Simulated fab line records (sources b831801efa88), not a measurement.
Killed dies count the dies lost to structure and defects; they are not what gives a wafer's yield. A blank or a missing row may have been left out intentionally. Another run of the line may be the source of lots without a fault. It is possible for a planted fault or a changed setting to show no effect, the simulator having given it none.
2 desks looking at one fault + flow gf180mcu + what lay behind the numbers comes last; until then each desk has only its own

DESK OF THE TOOL OWNER: pvd_sputter-02
The tool's own readings at GF_MIM_SPUTTER_02 (material AlCu, target thk 450 nm, time 23.9 s): means of the sampled wafers that have a number, for each lot that ran on this tool. Marked OUT: a lot whose mean sits more than 4 standard deviations from the usual mean, which makes it out of limits; the brackets give that distance.
Columns: A = throttle_valve_pct at GF_MIM_SPUTTER_02, usual 29.7 %
| lot  | first seen here | A    |
|------|-----------------|------|
| L774 | day 25 07:39    | 29.8 |
| L777 | day 26 12:56    | 29.4 |
| L782 | day 28 01:07    | 28.6 |
This desk found nothing out of limits on any of the 3 lots.

METROLOGY DESK
Means of the sampled wafers that have a number, per lot and without regard to the tool the lot ran on: this is what the gauges read. Marked OUT: a lot whose mean sits more than 4 standard deviations from the usual mean, which makes it out of limits; the brackets give that distance.
Columns: A = V4_W_RS at GF_V4_RS_MEAS_24, usual 0.326 ohm/sq; B = V4_W_THK at GF_V4_THK_MEAS_25, usual 357 nm
| lot  | first seen here | A     | B   |
|------|-----------------|-------|-----|
| L774 | day 25 07:04    | 0.323 | 362 |
| L777 | day 26 12:20    | 0.318 | 369 |
| L782 | day 28 00:23    | 0.329 | 356 |
| L788 | day 30 00:19    | 0.323 | 363 |
| L794 | day 31 11:18    | 0.322 | 358 |
This desk found nothing out of limits on any of the 5 lots.

TAKEN TOGETHER
The desk of the tool owner found nothing out of limits.
Nothing out of limits was seen by the metrology desk.

WHAT THE SIMULATOR PUT IN
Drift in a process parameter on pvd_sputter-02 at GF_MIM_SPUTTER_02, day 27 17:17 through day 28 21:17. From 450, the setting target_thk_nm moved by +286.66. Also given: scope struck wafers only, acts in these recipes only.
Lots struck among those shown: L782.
